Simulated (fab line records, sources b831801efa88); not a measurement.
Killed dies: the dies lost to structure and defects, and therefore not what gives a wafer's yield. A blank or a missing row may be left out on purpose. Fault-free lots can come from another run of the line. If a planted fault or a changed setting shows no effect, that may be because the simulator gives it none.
Struck lot and sound lot, side by side	flow gf180mcu	14 out of 602 route steps
Sound: wafers L575.4, L575.5, L575.6. The struck wafers were L573.3, L573.4, L573.6. Last of all comes the cause.
For every step that has rows: the tool of each side, followed by ch and its chambers, followed by its first start. Under that, the readings that differ: sound wafers	struck wafers	difference of the means	sigmas: that difference in standard deviations of wafers without a fault.
alike: words and numbers the same on both sides, and readings whose means are apart by under 2 such deviations; not compared: readings that were withheld, readings missing a value for some wafer, numbers with overlapping values and no deviation given by the record, and bounds like >300 which may hide the same value.
The two part at a step that has a row with sigmas, a row that says differs or no value, or rows on one side only. When numbers do not overlap yet have no deviation, they are printed without sigmas and do not part them. A reading that every wafer of one side lacks parts them only if that side has two wafers or more.

first, 4 steps without rows for these wafers: GF_VT_IMPLANT_SOFTBAKE_03 (time 60 s); GF_VT_IMPLANT_EXPOSE_04 (exposes mask LVPWELL LV AREA, target cd 600 nm); GF_VT_IMPLANT_PEB_05; GF_VT_IMPLANT_DEVELOP_06 (develop time 60 s).
GF_VT_IMPLANT_OVL_MEAS_07:
  struck on overlay-02, day 7 10:16; sound on overlay-01, day 7 14:02
  alike: VT_IMPLANT_OVL
next, for these wafers, 1 step has no rows: GF_VT_IMPLANT_IMPLANT_08.
GF_VT_IMPLANT_STRIP_09: strips in O2/N2.
  sound on plasma_asher-01 ch 0,1, day 7 14:14; struck on plasma_asher-04 ch 0,1, day 7 10:29
  alike: drypump_motor_current_A, heater_power_w, oes_product_au, strip_time_to_endpoint_s
  not compared: rf_hours_counter_h
GF_VT_IMPLANT_TW_MEAS_10:
  struck on film_metro-02, day 7 10:34; sound on film_metro-04, day 7 14:20
  alike: VT_IMPLANT_TW
then, 4 steps without rows for these wafers: GF_VT_IMPLANT_DEHYDRATE_11 (time 60 s); GF_VT_IMPLANT_HMDS_12 (prime time 60 s); GF_VT_IMPLANT_COAT_13 (resist thk 1000 nm); GF_VT_IMPLANT_SOFTBAKE_14 (time 60 s).
GF_VT_IMPLANT_EXPOSE_15: exposes mask Nwell LV AREA, target cd 860 nm.
  struck on iline_stepper-02, day 7 18:30; sound on iline_stepper-01 ch 0, day 7 22:18
  no value came back on the struck wafers for exposure_dose_mJ_cm2, focus_offset_nm (nm), na; on the sound wafers exposure_dose_mJ_cm2 reads 139.79 140.05 140.05
reading	sound	struck	difference	sigmas
model.VT_IMPLANT.overlay_x_nm (nm)	0.2992 0.2992 0.2992	-1.331 -1.331 -1.331	-1.630	
model.VT_IMPLANT.overlay_y_nm (nm)	0.01287 0.01287 0.01287	-0.5546 -0.5546 -0.5546	-0.5675	
  alike: mask
next, for these wafers, 1 step has no rows: GF_VT_IMPLANT_PEB_16.

## WHERE THEY PART
Only at GF_VT_IMPLANT_EXPOSE_15, within this record.

WHY: what had been put in by the simulator
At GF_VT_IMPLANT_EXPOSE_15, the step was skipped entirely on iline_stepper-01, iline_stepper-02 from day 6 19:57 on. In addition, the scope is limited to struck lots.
